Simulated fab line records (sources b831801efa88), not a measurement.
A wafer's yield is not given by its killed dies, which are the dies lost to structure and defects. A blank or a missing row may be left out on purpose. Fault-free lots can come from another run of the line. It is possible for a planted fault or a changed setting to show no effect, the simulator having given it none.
A lot that was struck, set against a sound lot + flow sky130 + 14 out of 708 route steps
Sound: these wafers, L723.3, L723.4, L723.5. Wafers struck: L730.3, L730.4, L730.6. Last of all comes the cause.
At each step with rows: each side's tool, then ch and its chambers, then its first start. Under that, the readings that differ: sound wafers + struck wafers + difference of the means + sigmas: that difference in standard deviations of wafers without a fault.
alike: words and numbers the same on both sides, and readings whose means are apart by under 2 such deviations; not compared: readings that were withheld, readings missing a value for some wafer, numbers with overlapping values and no deviation given by the record, and bounds like >300 which may hide the same value.
Wherever a step has rows on one side only, a row that says differs or no value, or a row with sigmas, the two part there. Non-overlapping numbers with no deviation appear without sigmas and do not part them. Lack of a reading on every wafer of one side parts them only where that side has two or more wafers.

first, 2 steps without rows for these wafers: SKY_NWELL_PEB_08; SKY_NWELL_DEVELOP_09 (develop time 60 s).
SKY_NWELL_OVL_MEAS_10:
  struck on overlay-01, day 7 05:14; sound on overlay-02, day 5 14:44
  alike: NWELL_00_OVL
then, 3 steps without rows for these wafers: SKY_NWELL_IMPLANT_11; SKY_NWELL_IMPLANT_12; SKY_NWELL_IMPLANT_13.
SKY_NWELL_STRIP_14: strips in O2/N2.
  sound on plasma-asher-02 ch 0,1, day 5 15:14; struck on plasma-asher-03 ch 0,1, day 7 05:44
  alike: drypump-motor-current-A, oes-product-au, strip-time-to-endpoint-s
  not compared: rf-hours-counter-h
SKY_NWELL_TW_MEAS_15:
  struck on film-metro-01, day 7 05:49; sound on film-metro-02, day 5 15:19
  alike: NWELL_TW
then, 4 steps without rows for these wafers: SKY_NWELL_DEHYDRATE_16 (time 60 s); SKY_NWELL_HMDS_17 (prime time 60 s); SKY_NWELL_COAT_18 (resist thk 3000 nm); SKY_NWELL_SOFTBAKE_19.
SKY_NWELL_EXPOSE_20: exposes mask NWM COMPLEMENT, target cd 840 nm.
  sound on iline-stepper-02 ch 0, day 6 00:40; struck on iline-stepper-01, day 7 15:46
  no value came back on the struck wafers for exposure-dose-mJ-cm2, focus-offset-nm (nm); on the sound wafers exposure-dose-mJ-cm2 reads 260.30 259.87 259.73
  alike: mask
then, 1 step without rows for these wafers: SKY_NWELL_PEB_21.

## WHERE THEY PART
SKY_NWELL_EXPOSE_20 only, going by this record.

WHY: the cause the simulator had injected
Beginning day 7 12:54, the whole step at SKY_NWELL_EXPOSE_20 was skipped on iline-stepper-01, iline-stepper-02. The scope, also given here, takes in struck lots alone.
